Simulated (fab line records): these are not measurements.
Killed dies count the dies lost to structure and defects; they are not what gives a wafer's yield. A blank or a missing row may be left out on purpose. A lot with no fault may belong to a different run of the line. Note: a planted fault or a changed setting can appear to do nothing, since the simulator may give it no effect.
Chamber matching / flow sky130 / rie_diel-01 running SKY_LI_CONTACT_ETCH_15: 4 sister chambers
The step etches PSG in C4F8/O2/Ar, stops on Si, target depth 600 nm. 16 wafers are shown with their chamber, then 8 later ones without.

## WAFERS WITH THEIR CHAMBER
wafer=L082.4; chamber=0; rf_fwd_power_W (W)=1487; oes_product_au (a.u.)=0.835
wafer=L082.5; chamber=3; rf_fwd_power_W (W)=1489; oes_product_au (a.u.)=0.836
wafer=L082.6; chamber=2; rf_fwd_power_W (W)=1487; oes_product_au (a.u.)=0.834
wafer=L083.1; chamber=1; rf_fwd_power_W (W)=1499; oes_product_au (a.u.)=0.829
wafer=L083.2; chamber=3; rf_fwd_power_W (W)=1485; oes_product_au (a.u.)=0.832
wafer=L083.4; chamber=0; rf_fwd_power_W (W)=1495; oes_product_au (a.u.)=0.841
wafer=L084.1; chamber=0; rf_fwd_power_W (W)=1491; oes_product_au (a.u.)=0.833
wafer=L084.2; chamber=1; rf_fwd_power_W (W)=1498; oes_product_au (a.u.)=0.832
wafer=L084.3; chamber=2; rf_fwd_power_W (W)=1488; oes_product_au (a.u.)=0.838
wafer=L084.4; chamber=3; rf_fwd_power_W (W)=1494; oes_product_au (a.u.)=0.838
wafer=L084.5; chamber=1; rf_fwd_power_W (W)=1493; oes_product_au (a.u.)=0.836
wafer=L084.6; chamber=0; rf_fwd_power_W (W)=1497; oes_product_au (a.u.)=0.837
wafer=L085.1; chamber=2; rf_fwd_power_W (W)=1491; oes_product_au (a.u.)=0.832
wafer=L085.4; chamber=3; rf_fwd_power_W (W)=1487; oes_product_au (a.u.)=0.830
wafer=L085.5; chamber=2; rf_fwd_power_W (W)=1490; oes_product_au (a.u.)=0.833
wafer=L090.2; chamber=3; rf_fwd_power_W (W)=1502; oes_product_au (a.u.)=0.833

SIGNATURES, as means of the wafers listed above
reading=rf_fwd_power_W; chamber 0=1492.50; chamber 1=1496.67; chamber 2=1489.00; chamber 3=1491.40; scatter within a chamber=4.79
reading=oes_product_au; chamber 0=0.83650; chamber 1=0.83233; chamber 2=0.83425; chamber 3=0.83380; scatter within a chamber=0.00318
Rule: for a wafer and a chamber, the distance is found by dividing, reading by reading, the gap between the wafer's reading and the chamber's mean by the reading's scatter, squaring, summing and taking the root. If the next closest chamber is less than 2 further off than the closest, the wafer can't be placed; otherwise it belongs to the closest. The scatter: the root of (the sum of the squares of (reading less its chamber's mean) over the shown wafers, divided by (wafers less chambers)).

## WAFERS WHOSE CHAMBER IS MISSING
wafer=L090.3; rf_fwd_power_W (W)=1490; oes_product_au (a.u.)=0.837
wafer=L090.5; rf_fwd_power_W (W)=1490; oes_product_au (a.u.)=0.829
wafer=L093.3; rf_fwd_power_W (W)=1490; oes_product_au (a.u.)=0.833
wafer=L093.5; rf_fwd_power_W (W)=1484; oes_product_au (a.u.)=0.832
wafer=L093.6; rf_fwd_power_W (W)=1500; oes_product_au (a.u.)=0.835
wafer=L096.2; rf_fwd_power_W (W)=1494; oes_product_au (a.u.)=0.834
wafer=L096.4; rf_fwd_power_W (W)=1491; oes_product_au (a.u.)=0.839
wafer=L096.6; rf_fwd_power_W (W)=1500; oes_product_au (a.u.)=0.846

## WHICH CHAMBER EACH WENT THROUGH
wafer=L090.3; from the rows above=can't be placed: 0 or 2 or 3 or 1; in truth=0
wafer=L090.5; from the rows above=can't be placed: 3 or 2 or 1 or 0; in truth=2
wafer=L093.3; from the rows above=can't be placed: 3 or 2 or 0 or 1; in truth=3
wafer=L093.5; from the rows above=can't be placed: 2 or 3 or 0 or 1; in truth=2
wafer=L093.6; from the rows above=can't be placed: 1 or 0 or 3 or 2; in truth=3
wafer=L096.2; from the rows above=can't be placed: 3 or 1 or 0 or 2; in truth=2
wafer=L096.4; from the rows above=can't be placed: 0 or 2 or 3 or 1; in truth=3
wafer=L096.6; from the rows above=can't be placed: 0 or 3 or 2 or 1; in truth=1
0 of 8 placed correctly. Not placeable from these rows: 8 (in 8, the candidates include the true chamber). Placed wrongly: 0.
